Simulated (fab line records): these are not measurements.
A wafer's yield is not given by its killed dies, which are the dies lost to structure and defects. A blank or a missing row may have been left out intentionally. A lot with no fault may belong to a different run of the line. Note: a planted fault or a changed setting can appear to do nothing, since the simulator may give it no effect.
8D (eight disciplines) problem report, filled in by code    flow sky130    the parts of the form that need people (team, actions taken, sign-off) are left out

== 1. THE ISSUE ==
killed_at_M4_up at SKY_PAD_OPEN_PROBE_99 reads a mean of 49.0 on 1 wafer of 1 lot; wafers without a fault read 3.3 with a standard deviation of 1.8. Relative to the usual mean, that is a shift of +25 standard deviations.
Earliest sighting: wafer L545.1 on prober-02 at day 47 20:32. At this step, 33 wafers from 11 lots have a number in the record. Rule for "out", or "out of limits": more than 4 standard deviations from the usual mean. The other wafers with a number count as sound.

== 2. WHAT IT IS, WHAT IT ISN'T ==
question                     is                                                                                                     is not
which readings at this step  killed_at_M4_up, defect limited yield, killed dies, sort_bin_3_pad_short, sort n pass, sort yield pct  killed_at_M0_to_M3, killed at contacts, killed at front end, killed at other, killed open
which lots                   L545                                                                                                   L536, L537, L538, L539, L552, L554, L555, L557, L558, L559
which wafers of those lots   L545.1                                                                                                 L545.2, L545.6
read on which tools          prober-02                                                                                              prober-01
when                         from day 47 20:32                                                                                      up to then (12 sound wafers); but 20 sound wafers of L545, L552, L554, L555, L557, L558, L559 came after

== 3. SUSPECTS, AND WHAT RULES EACH OUT ==
Counting: any tool at a process step up to the reading remains a suspect provided it ran every lot that is out. Sound lots after the first of them don't rule it out here, since some wafers of a struck lot are sound.
- plasma asher-02 at SKY_VIA4_STRIP_13 (strips in O2/N2): kept. It ran the lot that is out, L545 (day 45 03:40); its last sound lot up to then is L537 (day 43 07:29).
- pvd sputter-02 at SKY_METAL5_SPUTTER_02 (material AlCu, target thk 1150 nm, time 61.2 s): kept. It ran the lot that is out, L545 (day 45 05:01); its last sound lot up to then is L539 (day 43 19:19).
- plasma asher-04 at SKY_PAD_OPEN_STRIP_08 (strips in O2/N2): kept. It ran the lot that is out, L545 (day 47 18:19).
- prober-02 at SKY_PAD_OPEN_PROBE_99: kept. It ran the lot that is out, L545 (day 47 20:32); its last sound lot up to then is L538 (day 46 10:48). Its own defect limited yield, killed_at_M4_up, killed dies, sort_bin_3_pad_short, sort n pass, sort yield pct readings are out on those wafers.
- Within plasma asher-04 at SKY_PAD_OPEN_STRIP_08, the wafers that are out were processed in chamber 1 and their sound lot-mates in chamber 0.
Left after counting: plasma asher-02 at SKY_VIA4_STRIP_13, pvd sputter-02 at SKY_METAL5_SPUTTER_02, plasma asher-04 at SKY_PAD_OPEN_STRIP_08, prober-02 at SKY_PAD_OPEN_PROBE_99.

== 4. THE CAUSE (what the simulator had put in) ==
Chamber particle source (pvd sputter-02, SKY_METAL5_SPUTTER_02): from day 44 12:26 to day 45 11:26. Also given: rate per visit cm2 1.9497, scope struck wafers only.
4 suspects survive the count, and this tool is in that group.

== 5. THE CHAIN OF EFFECTS, in route order ==
One row per reading whose mean, taken over the struck wafers that have a number, lies over 3 standard deviations from the usual. Only readings whose record carries a usual standard deviation are examined. hours: median over the lots of the time between each lot's start at the first step of this table that gives one and its start at this step. sigmas: the change, counted in usual standard deviations.
hours  step                   reading               usual   on struck wafers  change  sigmas
0      SKY_PAD_OPEN_PROBE_99  defect limited yield  82.3 %  71.5              -10.8   -6.4
0      SKY_PAD_OPEN_PROBE_99  killed_at_M4_up       3.3     49.0              +45.7   +25
0      SKY_PAD_OPEN_PROBE_99  killed dies           87      140               +53     +6.2
0      SKY_PAD_OPEN_PROBE_99  sort_bin_3_pad_short  0.9 %   4.7               +3.8    +10
0      SKY_PAD_OPEN_PROBE_99  sort_bin_5_function   10.5 %  15.0              +4.5    +3.2
0      SKY_PAD_OPEN_PROBE_99  sort n pass           405     352               -53     -6.2
0      SKY_PAD_OPEN_PROBE_99  sort yield pct        82.3 %  71.5              -10.8   -6.4
It contains these process steps:
- SKY_PAD_OPEN_PROBE_99

== 6. HOW IT WOULD HAVE BEEN CAUGHT EARLIER ==
The fault began at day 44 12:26; the first out-of-limits reading in this record came at day 47 20:32, 80 hours later.
Of the tool readings at SKY_METAL5_SPUTTER_02 for which the record gives a usual standard deviation, none was out on any struck wafer, so an alarm limit of 4 standard deviations on them would not have fired.
All the lots that are out (1) had begun SKY_METAL5_SPUTTER_02 on pvd sputter-02 by day 47 20:32. Tool hold at that time: it would have spared none of them.
